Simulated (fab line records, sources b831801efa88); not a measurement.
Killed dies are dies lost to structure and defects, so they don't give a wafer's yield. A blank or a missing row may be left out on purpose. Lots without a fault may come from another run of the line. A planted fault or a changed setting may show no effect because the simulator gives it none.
fab line records | flow sky130 | part 2 of 2: steps 27 to 38 of 38
record lots=5 wafers=15 last_day=48
route steps=708 shown VIA3@577 METAL4@598 CAP2M@603
lots that met no fault: from a run of the same line without faults
start_h: hours from the record's first day to the start of the lot's first wafer shown | wait_h: hours since the lot's step before | " the same as in the row above | L1.1+2: a row that stands for several wafers | - no value, or no start given | * or withheld: withheld | < > ~ a bound
route shown NAME@n: a module of which the file shows steps, and the number in the route of the first | usual: mean/standard deviation of fault-free wafers | same: alike in all rows | chamber/n: place in a boat | sites: the reading at each site | _std_site: their standard deviation | _edge_site: outer sites' mean less inner sites' | radius_mm: how far each site lies from the wafer's centre | mask NAME#n: copy n | behind: the tool/chamber that last shaped the wafer | hold: why the lot was held/for how many hours/how that ended | device: the transistor (n, p or np) that didn't switch | end of line: the same wafers' tests at the end of the route | a step without rows: its recipe alone | killed: dies lost to structure and defects at the first sort, not the wafer's yield | map: a wafer's dies, x killed, . not, _ none there
set.NAME: the setting as run; set.NAME@STEP: as run at that earlier step | model.NAME: the simulator's own value behind a step, which no gauge read
lots at some steps of the route; a table a step, a row a wafer
services: from which hour (start_h, from the record's first day; less than 0 if before it) a tool's chamber was out of use, for how many hours, and why
## steps
# step SKY_CAP2M_CVD_00
# recipe material=SiO2 target_thk_nm=15.5 temp_c=400 time_s=withheld rf_w=450
# usual heater_power_w=758/86 rf_fwd_power_W=440.7/2.5
# columns lot.wafer tool chamber start_h wait_h heater_power_w rf_fwd_power_W
L075.2 pecvd-04 0 949.15 0.0 734 438.1
L075.3 " 1 " " 539 440.3
L075.4 " 0 " " 706 438.5
L082.2 pecvd-01 0 992.08 0.0 882 443.1
L082.3 " 1 " " 804 439.4
L082.6 " 0 " " 900 442.6
L084.1 pecvd-02 0 1005.41 0.0 811 444.2
L084.2 " 1 " " 713 438.7
L084.6 " 2 " " 692 447.3
L087.1 pecvd-01 2 1024.65 0.0 868 438.5
L087.4 " 2 " " 886 437.2
L087.6 " 0 " " 872 443.5
L089.2 pecvd-01 0 1035.78 0.0 904 438.5
L089.5 " 1 " " 748 440.5
L089.6 " 2 " " 863 438.2
# step SKY_CAP2M_THK_MEAS_01
# recipe reads=SiO2_of_CAP2M_CVD_00
# usual CAP2M_CVD_00_THK=15.5/0.34
# columns lot.wafer tool chamber start_h wait_h CAP2M_CVD_00_THK[nm]
L075.2 film_metro-02 - 949.19 - 15.4
L075.3 " - " " 14.9
L075.4 " - " " 15.5
L082.2 film_metro-01 - 992.12 - 15.7
L082.3 " - " " 15.4
L082.6 " - " " 16.1
L084.1 film_metro-04 - 1005.44 - 15.5
L084.2 " - " " 15.8
L084.6 " - " " 16.3
L087.1 film_metro-04 - 1024.67 - 15.7
L087.4 " - " " 15.8
L087.6 " - " " 16.2
L089.2 film_metro-01 - 1035.81 - 15.7
L089.5 " - " " 15.6
L089.6 " - " " 15.7
# step SKY_CAP2M_SPUTTER_02
# recipe material=TiN target_thk_nm=200 temp_c=300 power_w=6500 time_s=166.7 chamber_pressure_pa=0.4
# usual throttle_valve_pct=30.4/1.5
# columns lot.wafer tool chamber start_h wait_h throttle_valve_pct
L075.2 pvd_sputter-04 - 949.24 0.0 28.1
L075.3 " - " " 30.1
L075.4 " - " " 31.2
L082.2 pvd_sputter-04 - 992.17 0.0 28.2
L082.3 " - " " 29.4
L082.6 " - " " 29.5
L084.1 pvd_sputter-01 - 1005.50 0.1 29.2
L084.2 " - " " 31.8
L084.6 " - " " 33.2
L087.1 pvd_sputter-04 - 1024.73 0.1 30.0
L087.4 " - " " 31.2
L087.6 " - " " 31.2
L089.2 pvd_sputter-01 - 1035.86 0.0 33.1
L089.5 " - " " 33.2
L089.6 " - " " 33.1
# step SKY_CAP2M_RS_MEAS_03
# recipe thk_meas_gauge=four-point-probe reads=TiN_of_CAP2M_SPUTTER_02
# usual CAP2M_TIN_RS=6.89/0.1
# columns lot.wafer tool chamber start_h wait_h CAP2M_TIN_RS[ohm/sq]
L075.2 film_metro-04 - 949.36 0.1 6.82
L075.3 " - " " 6.87
L075.4 " - " " 6.79
L082.2 film_metro-02 - 992.30 0.1 6.96
L082.3 " - " " 7.03
L082.6 " - " " 7.06
L084.1 film_metro-04 - 1005.60 0.1 6.78
L084.2 " - " " 6.79
L084.6 " - " " 6.87
L087.1 film_metro-01 - 1024.84 0.1 6.73
L087.4 " - " " 6.65
L087.6 " - " " 6.64
L089.2 film_metro-02 - 1035.99 0.1 6.95
L089.5 " - " " 6.94
L089.6 " - " " 6.90
# step SKY_CAP2M_THK_MEAS_04
# recipe thk_meas_gauge=xrf reads=TiN_of_CAP2M_SPUTTER_02
# usual CAP2M_TIN_THK=202/3
# columns lot.wafer tool chamber start_h wait_h CAP2M_TIN_THK[nm]
L075.2 film_metro-04 - 949.47 0.1 204
L075.3 " - " " 202
L075.4 " - " " 204
L082.2 film_metro-02 - 992.41 0.1 201
L082.3 " - " " 199
L082.6 " - " " 197
L084.1 film_metro-04 - 1005.72 0.1 206
L084.2 " - " " 206
L084.6 " - " " 203
L087.1 film_metro-01 - 1024.96 0.1 205
L087.4 " - " " 207
L087.6 " - " " 208
L089.2 film_metro-02 - 1036.10 0.1 200
L089.5 " - " " 200
L089.6 " - " " 201
# step SKY_CAP2M_DEHYDRATE_05
# recipe temp_c=200 time_s=60
# usual plate_temp_C=199.97/0.16
# columns lot.wafer tool chamber start_h wait_h plate_temp_C
L075.2 litho_track-04 0 960.66 11.2 199.83
L075.3 " 0 " " 199.99
L075.4 " 0 " " 200.07
L082.2 litho_track-01 0 1003.77 11.4 199.95
L082.3 " 0 " " 199.96
L082.6 " 0 " " 200.08
L084.1 litho_track-04 0 1016.48 10.7 199.97
L084.2 " 0 " " 200.15
L084.6 " 0 " " 200.12
L087.1 litho_track-01 0 1034.95 10.0 199.63
L087.4 " 0 " " 199.96
L087.6 " 0 " " 199.66
L089.2 litho_track-01 0 1046.97 10.9 199.88
L089.5 " 0 " " 199.94
L089.6 " 0 " " 199.51
# step SKY_CAP2M_HMDS_06
# recipe prime_time_s=60 prime_temp_c=120
# columns lot.wafer tool chamber start_h wait_h
L075.2+3+4 litho_track-04 0 960.81 0.1
L082.2+3+6 litho_track-01 0 1003.92 0.1
L084.1+2+6 litho_track-04 0 1016.63 0.1
L087.1+4+6 litho_track-01 0 1035.10 0.1
L089.2+5+6 litho_track-01 0 1047.12 0.1
# step SKY_CAP2M_COAT_07
# recipe resist=NOVOLAK spin_rpm=3000 resist_thk_nm=1140
# usual spin_speed_rpm=3000.2/2.5
# columns lot.wafer tool chamber start_h wait_h spin_speed_rpm
L075.2 litho_track-04 0 960.96 0.1 3001.2
L075.3 " 0 " " 2996.7
L075.4 " 0 " " 3000.5
L082.2 litho_track-01 0 1004.07 0.1 2996.4
L082.3 " 0 " " 2999.6
L082.6 " 0 " " 2996.3
L084.1 litho_track-04 0 1016.78 0.1 3002.8
L084.2 " 0 " " 3001.3
L084.6 " 0 " " 3000.9
L087.1 litho_track-01 0 1035.25 0.1 2998.5
L087.4 " 0 " " 2999.6
L087.6 " 0 " " 3001.2
L089.2 litho_track-01 0 1047.27 0.1 3002.1
L089.5 " 0 " " 3002.4
L089.6 " 0 " " 3000.9
# step SKY_CAP2M_SOFTBAKE_08
# recipe temp_c=90 time_s=60 resist=NOVOLAK
# usual plate_temp_C=89.98/0.11
# columns lot.wafer tool chamber start_h wait_h plate_temp_C
L075.2 litho_track-04 0 961.11 0.1 90.06
L075.3 " 0 " " 90.02
L075.4 " 0 " " 90.12
L082.2 litho_track-01 0 1004.22 0.1 89.83
L082.3 " 0 " " 89.85
L082.6 " 0 " " 89.84
L084.1 litho_track-04 0 1016.93 0.1 89.80
L084.2 " 0 " " 89.99
L084.6 " 0 " " 89.99
L087.1 litho_track-01 0 1035.40 0.1 89.96
L087.4 " 0 " " 90.05
L087.6 " 0 " " 90.29
L089.2 litho_track-01 0 1047.42 0.1 90.14
L089.5 " 0 " " 90.02
L089.6 " 0 " " 89.96
# step SKY_CAP2M_EXPOSE_09
# recipe mask_id=CAP2M na=0.6 source_shape=conventional sigma_outer=0.6 polarization=unpolarized target_cd_nm=1000 dose_mj=159
# columns lot.wafer tool chamber start_h wait_h mask
L075.2+3+4 iline_stepper-02 0 - - CAP2M#0
L082.2+3+6 iline_stepper-01 0 - - CAP2M#0
L084.1+2+6 iline_stepper-02 0 - - CAP2M#0
L087.1+4+6 iline_stepper-01 0 - - CAP2M#0
L089.2+5+6 iline_stepper-02 0 - - CAP2M#0
# step SKY_CAP2M_PEB_10
# recipe temp_c=withheld time_s=* resist=NOVOLAK
# columns lot.wafer tool chamber start_h wait_h
L075.2+3+4 litho_track-01 0 - -
L082.2+3+6 litho_track-04 0 - -
L084.1+2+6 litho_track-01 0 - -
L087.1+4+6 litho_track-04 0 - -
L089.2+5+6 litho_track-03 0 - -
# step SKY_CAP2M_DEVELOP_11
# recipe resist=NOVOLAK developer=TMAH develop_time_s=60 dev_temp_c=23
# columns lot.wafer tool chamber start_h wait_h
L075.2+3+4 litho_track-01 0 973.72 0.1
L082.2+3+6 litho_track-04 0 1016.01 0.1
L084.1+2+6 litho_track-01 0 1027.80 0.1
L087.1+4+6 litho_track-04 0 1046.68 0.1
L089.2+5+6 litho_track-03 0 1056.44 0.1
## services
# columns tool chamber start_h hours kind
cvd_w-01 - 910.20 14.0 pm
cmp-01 - 912.00 4.0 pm
iline_stepper-02 - 912.67 17.7 repair
pecvd-01 - 915.28 14.6 pm
rie_diel-03 0 920.76 11.0 repair
krf_scanner-01 - 925.63 1.3 pm
pvd_sputter-03 - 929.87 11.8 repair
krf_scanner-01 - 930.76 0.5 repair
pvd_sputter-02 - 956.01 14.5 repair
pvd_sputter-02 - 963.60 5.1 repair
cmp-02 - 971.38 3.8 repair
pvd_sputter-03 - 988.25 3.6 repair
pvd_sputter-02 - 989.07 8.4 repair
iline_stepper-02 - 1001.71 8.9 pm
cmp-02 - 1011.90 4.4 pm
pecvd-01 0 1015.76 3.8 repair
krf_scanner-01 - 1028.52 0.8 pm
krf_scanner-01 - 1029.27 1.0 pm
pecvd-01 - 1033.42 0.8 repair
cmp-02 - 1035.63 11.4 pm
pecvd-01 - 1043.89 1.5 repair
pvd_sputter-04 - 1044.65 2.2 repair
plasma_asher-02 - 1047.42 1.4 repair
rie_diel-03 0 1053.80 6.8 repair
